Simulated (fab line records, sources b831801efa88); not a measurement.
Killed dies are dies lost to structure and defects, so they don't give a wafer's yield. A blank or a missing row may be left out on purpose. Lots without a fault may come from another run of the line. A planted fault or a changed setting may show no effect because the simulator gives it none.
Which tool did it? | flow sky130 | 13 lots, 39 wafers sampled, at 4 steps of a route of 708

WHAT THE GAUGES READ, wafer by wafer
SKY_SONOS_TUNNEL_OVL_MEAS_08. Usual: SONOS_TUNNEL_OVL 0.2 nm, standard deviation 1.3.
lot  | measured     | on         | SONOS_TUNNEL_OVL (nm) | flag
L450 | day 11 19:14 | overlay-02 | 1.4 -0.5 -0.3         |
L451 | day 12 03:45 | overlay-01 | 0.2 -0.2 0.6          |
L452 | day 12 11:23 | overlay-02 | -0.1 -0.3 -0.8        |
L453 | day 12 19:40 | overlay-02 | 1.1 -0.2 0.9          |
L454 | day 12 22:13 | overlay-02 | -0.7 0.7 -0.2         |
L456 | day 13 18:02 | overlay-02 | 1.6 2.1 3.4           |
L457 | day 13 21:39 | overlay-02 | 0.4 0.7 0.9           |
L458 | day 14 02:40 | overlay-01 | -1.1 -1.6 0.8         |
L459 | day 14 13:35 | overlay-01 | 2.1 0.4 -0.1          |
L460 | day 15 00:28 | overlay-01 | -1.1 -1.7 -0.3        |
L461 | day 15 04:16 | overlay-01 | 2.5 0.3 0.4           |
L464 | day 16 12:20 | overlay-01 | 0.2 2.3 0.4           |
L466 | day 16 21:26 | overlay-01 | -0.2 -2.0 0.4         |

SKY_POLY_GATE_CD_MEAS_13: target cd 150 nm. Usual: cd_nm 149.8 nm, standard deviation 1.4.
lot  | measured     | on        | cd_nm (nm)        | flag
L450 | day 16 20:35 | cd_sem-02 | 150.2 151.9 150.6 |
L451 | day 17 03:04 | cd_sem-01 | 148.3 149.3 149.3 |
L452 | day 17 16:32 | cd_sem-01 | 148.1 148.4 146.2 |
L453 | day 17 23:08 | cd_sem-02 | 151.2 150.8 151.2 |
L454 | day 18 08:15 | cd_sem-01 | 150.2 151.0 151.1 |
L456 | day 19 05:17 | cd_sem-01 | 151.4 151.1 151.5 |
L457 | day 19 10:04 | cd_sem-02 | 150.0 149.4 149.6 |
L458 | day 19 13:44 | cd_sem-01 | 149.9 150.1 149.6 |
L459 | day 20 02:12 | cd_sem-02 | 151.6 150.9 151.3 |
L460 | day 20 16:34 | cd_sem-01 | 152.4 151.1 151.1 |
L461 | day 20 17:50 | cd_sem-02 | 149.7 149.9 149.4 |
L464 | day 22 01:24 | cd_sem-01 | 149.8 148.3 148.6 |

WHICH TOOL RAN EACH LOT (tool, then ch and the chambers of the sampled wafers, then the start)
lot  | SKY_VT_ADJUST_NCORE_STRIP_10         | SKY_GATE_OXIDE_STRIP_13
L450 | plasma_asher-02 ch 0,1, day 8 22:56  | plasma_asher-02 ch 0,1, day 14 05:58
L451 | plasma_asher-01 ch 0,1, day 9 06:55  | plasma_asher-01 ch 0,1, day 14 14:23
L452 | plasma_asher-01 ch 1, day 9 13:45    | plasma_asher-02 ch 1, day 15 00:55
L453 | plasma_asher-02 ch 0,1, day 9 20:52  | plasma_asher-01 ch 0,1, day 15 08:35
L454 | plasma_asher-02 ch 0,1, day 10 00:02 | plasma_asher-01 ch 0,1, day 15 14:28
L456 | plasma_asher-02 ch 0,1, day 10 17:13 | plasma_asher-02 ch 0,1, day 16 12:14
L457 | plasma_asher-04 ch 0,1, day 10 20:20 | plasma_asher-04 ch 0,1, day 16 17:36
L458 | plasma_asher-01 ch 0,1, day 11 01:50 | plasma_asher-04 ch 0,1, day 16 18:35
L459 | plasma_asher-02 ch 1, day 11 10:54   | plasma_asher-04 ch 0,1, day 17 08:05
L460 | plasma_asher-01 ch 0,1, day 11 21:20 | plasma_asher-04 ch 0,1, day 17 17:58
L461 | plasma_asher-04 ch 0,1, day 12 00:26 | plasma_asher-04 ch 0,1, day 17 21:53
L464 | plasma_asher-04 ch 0,1, day 13 04:15 | plasma_asher-01 ch 0,1, day 19 06:38
L466 | plasma_asher-02 ch 0,1, day 13 13:07 | plasma_asher-01 ch 0,1, day 19 19:04
- SKY_VT_ADJUST_NCORE_STRIP_10: strips in O2/N2.
- SKY_GATE_OXIDE_STRIP_13: strips in O2/N2.

WHAT THE TOOLS THEMSELVES READ (means of the sampled wafers that have a number; where no wafer has one, the mark that the record gives instead)
SKY_VT_ADJUST_NCORE_STRIP_10. Usual: drypump_motor_current_A 5.8 A, standard deviation 0.49; oes_product_au 0.715 a.u., standard deviation 0.0043; strip_time_to_endpoint_s 14.21 s, standard deviation 0.035.
lot  | tool            | drypump_motor_current_A (A) | oes_product_au (a.u.) | strip_time_to_endpoint_s (s) | flag
L450 | plasma_asher-02 | 6.1                         | 0.714                 | 14.24                        |
L451 | plasma_asher-01 | 5.6                         | 0.721                 | 14.21                        |
L452 | plasma_asher-01 | 5.7                         | 0.715                 | 14.24                        |
L453 | plasma_asher-02 | 6.1                         | 0.717                 | 14.18                        |
L454 | plasma_asher-02 | 5.6                         | 0.717                 | 14.16                        |
L456 | plasma_asher-02 | 6.1                         | 0.718                 | 14.19                        |
L457 | plasma_asher-04 | 5.8                         | 0.709                 | 14.20                        |
L458 | plasma_asher-01 | 5.6                         | 0.711                 | 14.18                        |
L459 | plasma_asher-02 | 5.1                         | 0.714                 | 14.19                        |
L460 | plasma_asher-01 | 5.6                         | 0.718                 | 14.23                        |
L461 | plasma_asher-04 | 5.7                         | 0.719                 | 14.24                        |
L464 | plasma_asher-04 | 5.7                         | 0.711                 | 14.25                        |
L466 | plasma_asher-02 | 6.1                         | 0.715                 | 14.22                        |

SKY_GATE_OXIDE_STRIP_13. Usual: drypump_motor_current_A 5.7 A, standard deviation 0.5; oes_product_au 0.715 a.u., standard deviation 0.0048; strip_time_to_endpoint_s 14.20 s, standard deviation 0.039.
lot  | tool            | drypump_motor_current_A (A) | oes_product_au (a.u.) | strip_time_to_endpoint_s (s) | flag
L450 | plasma_asher-02 | 6.2                         | 0.716                 | 14.20                        |
L451 | plasma_asher-01 | 5.7                         | 0.714                 | 14.13                        |
L452 | plasma_asher-02 | 5.1                         | 0.714                 | 14.21                        |
L453 | plasma_asher-01 | 5.6                         | 0.712                 | 14.19                        |
L454 | plasma_asher-01 | 5.6                         | 0.715                 | 14.25                        |
L456 | plasma_asher-02 | 5.6                         | 0.708                 | 14.17                        |
L457 | plasma_asher-04 | 5.7                         | 0.711                 | 14.23                        |
L458 | plasma_asher-04 | 5.7                         | 0.714                 | 14.20                        |
L459 | plasma_asher-04 | 5.8                         | 0.716                 | 14.22                        |
L460 | plasma_asher-04 | 5.7                         | 0.717                 | 14.21                        |
L461 | plasma_asher-04 | 5.7                         | 0.709                 | 14.16                        |
L464 | plasma_asher-01 | 5.6                         | 0.712                 | 14.17                        |
L466 | plasma_asher-01 | 5.7                         | 0.928                 | -                            | OFF

THE ANSWER, worked out from the rows above alone
Rule: a lot is off if the mean of its wafers that have a number lies more than 3 standard deviations from the usual mean. A lot without any number at a reading at which 4 lots or more have one is off too. The other lots that the step has rows for count as sound. The gauges are gone through in route order, then the tools' own readings, and for those a lot's mean is taken as printed above. The first step at which some lot is off is used, and at that step the reading that is off furthest; a lot without a number counts as furthest.
Off: L466, at SKY_GATE_OXIDE_STRIP_13 (strip_time_to_endpoint_s). Without a number there: L466.
A tool fits if, at that step or a process step before it, it ran every lot that is off, and no sound lot after the first of them. Can't be told from this: 2 tools fit, plasma_asher-02 at SKY_VT_ADJUST_NCORE_STRIP_10, plasma_asher-01 at SKY_GATE_OXIDE_STRIP_13.

WHAT THE SIMULATOR HAD PUT IN
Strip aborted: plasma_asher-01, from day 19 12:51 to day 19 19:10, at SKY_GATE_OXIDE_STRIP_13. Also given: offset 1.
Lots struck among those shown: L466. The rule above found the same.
